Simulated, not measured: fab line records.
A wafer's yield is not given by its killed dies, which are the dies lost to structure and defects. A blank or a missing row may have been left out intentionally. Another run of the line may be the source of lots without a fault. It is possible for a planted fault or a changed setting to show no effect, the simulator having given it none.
The tool behind it: which one?    flow gf180mcu    13 lots, 39 wafers sampled, at 4 steps of a route of 602

## WHAT THE GAUGES SHOWED, per wafer
GF_MIM_THK_MEAS_06.
lot   measured      on            MIM_CVD_05_THK (nm)
L265  day 24 15:34  filmMetro-04  41.2 41.8 42.0
L267  day 25 08:59  filmMetro-04  41.9 42.3 42.3
L268  day 25 15:38  filmMetro-04  41.1 41.5 41.8
L269  day 26 09:43  filmMetro-02  41.7 41.3 41.7
L270  day 26 22:43  filmMetro-04  41.3 42.4 42.8
L271  day 27 01:43  filmMetro-01  41.2 42.3 42.5
L272  day 27 05:34  filmMetro-02  76.5 77.8 78.0
L273  day 27 10:01  filmMetro-01  41.3 41.8 41.4
L276  day 28 08:29  filmMetro-04  76.6 78.0 78.0
L282  day 30 12:22  filmMetro-02  42.6 42.5 42.8
L283  day 30 13:42  filmMetro-01  41.4 41.8 42.2
L285  day 30 22:53  filmMetro-01  42.3 41.9 42.8
L286  day 31 07:55  filmMetro-04  41.7 42.2 41.8

## TOOL THAT RAN EACH LOT (tool first, then ch and the chambers of the sampled wafers, then the start)
lot   GF_V3_CMP_26                   GF_M4_SPUTTER_00             GF_MIM_CVD_05
L265  cmp-02 ch 0,3, day 22 13:46    pvdSputter-01, day 22 14:01  pecvd-04 ch 1,2, day 24 15:31
L267  cmp-01 ch 0,1, day 23 08:37    pvdSputter-04, day 23 08:52  pecvd-03 ch 0,1, day 25 08:55
L268  cmp-02 ch 0,2, day 23 17:08    pvdSputter-04, day 23 17:23  pecvd-03 ch 0,1, day 25 15:37
L269  cmp-01 ch 2,3, day 24 12:05    pvdSputter-04, day 24 12:23  pecvd-03 ch 0,2, day 26 09:28
L270  cmp-01 ch 1,2,3, day 25 02:29  pvdSputter-01, day 25 02:47  pecvd-04 ch 0,1,2, day 26 22:40
L271  cmp-02 ch 0,1, day 25 05:11    pvdSputter-04, day 25 05:29  pecvd-04 ch 1,2, day 27 01:40
L272  cmp-02 ch 0,1,3, day 25 09:08  pvdSputter-03, day 25 09:17  pecvd-04 ch 1,2, day 27 05:31
L273  cmp-01 ch 1,2,3, day 25 13:22  pvdSputter-03, day 25 13:37  pecvd-03 ch 0,1,2, day 27 09:58
L276  cmp-02 ch 1,2,3, day 26 13:16  pvdSputter-04, day 26 13:34  pecvd-04 ch 0,1, day 28 08:26
L282  cmp-01 ch 0,3, day 28 19:26    pvdSputter-01, day 28 19:41  pecvd-02 ch 0,1, day 30 12:20
L283  cmp-01 ch 0,1,2, day 28 20:41  pvdSputter-01, day 28 20:56  pecvd-03 ch 0,2, day 30 13:40
L285  cmp-02 ch 1,2, day 29 06:33    pvdSputter-04, day 29 06:51  pecvd-02 ch 0,1, day 30 22:51
L286  cmp-02 ch 0,1, day 29 15:05    pvdSputter-03, day 29 15:20  pecvd-04 ch 1,2, day 31 07:51
- GF_V3_CMP_26: polishes, stops on SiO2, t overpolish 15 s, target thk 0 nm.
- GF_M4_SPUTTER_00: material Ti, target thk 37.5 nm, time 150 s.
- GF_MIM_CVD_05: deposits Si3N4, target thk 42 nm, time 29.086 s.

## AS READ BY THE TOOLS THEMSELVES (means over the sampled wafers that have a number; for cases with no such wafer, the mark the record gives instead)
GF_V3_CMP_26.
lot   tool    motorCurrentA (A)  overpolishRunS (s)  retainingRingPressureFrac  timeToEndpointS (s)
L265  cmp-02  11.4               14.999              1.002                      90
L267  cmp-01  11.7               15.017              1.004                      87
L268  cmp-02  11.2               14.998              0.998                      94
L269  cmp-01  11.2               15.003              1.001                      79
L270  cmp-01  11.4               14.998              0.998                      85
L271  cmp-02  10.0               15.005              1.000                      86
L272  cmp-02  10.8               15.005              1.000                      85
L273  cmp-01  11.3               15.005              0.999                      85
L276  cmp-02  10.5               14.997              1.006                      83
L282  cmp-01  10.9               14.999              0.999                      80
L283  cmp-01  10.9               14.999              0.997                      81
L285  cmp-02  9.6                14.993              1.001                      87
L286  cmp-02  10.2               15.009              1.000                      85

GF_M4_SPUTTER_00.
lot   tool           throttleValvePct (%)
L265  pvdSputter-01  30.2
L267  pvdSputter-04  31.0
L268  pvdSputter-04  31.1
L269  pvdSputter-04  31.7
L270  pvdSputter-01  29.8
L271  pvdSputter-04  31.1
L272  pvdSputter-03  28.7
L273  pvdSputter-03  29.4
L276  pvdSputter-04  30.8
L282  pvdSputter-01  30.3
L283  pvdSputter-01  29.8
L285  pvdSputter-04  30.6
L286  pvdSputter-03  30.1

GF_MIM_CVD_05.
lot   tool      heaterPowerW (W)
L265  pecvd-04  692
L267  pecvd-03  638
L268  pecvd-03  688
L269  pecvd-03  673
L270  pecvd-04  665
L271  pecvd-04  718
L272  pecvd-04  754
L273  pecvd-03  674
L276  pecvd-04  643
L282  pecvd-02  603
L283  pecvd-03  710
L285  pecvd-02  600
L286  pecvd-04  743

## THE ANSWER, worked out from the rows above alone
Rule: usual is defined by the lots themselves. Put in order of their means at a reading, lots are off if they are a third of the lots or fewer, leave a main group of 4 or more, and stand apart from it by a gap of 3 or more times the standard deviation of the main group's means; of several such gaps the widest counts. A main group whose means are all the same, to the digits that the tables above print for the reading, isn't used. A lot without any number at a reading at which 4 lots or more have one is off too. Where the step has rows for the other lots, those lots are counted as sound. First the gauges in route order, then the tools' own readings, where a lot's mean is used as printed above. The first step at which some lot is off is used, and at that step the reading that is off furthest; a lot without a number counts as furthest.
Off: L272, L276, seen at GF_MIM_THK_MEAS_06 (MIM_CVD_05_THK). Main group: mean 41.9 nm, sd 0.36.
If a tool, at a process step before that reading, ran all the lots that are off and no sound lot after the first of them, it fits. Those tools and the gauges at GF_MIM_THK_MEAS_06 are tried in the same way. None of those tried fits.

## WHAT THE SIMULATOR HAD PUT IN
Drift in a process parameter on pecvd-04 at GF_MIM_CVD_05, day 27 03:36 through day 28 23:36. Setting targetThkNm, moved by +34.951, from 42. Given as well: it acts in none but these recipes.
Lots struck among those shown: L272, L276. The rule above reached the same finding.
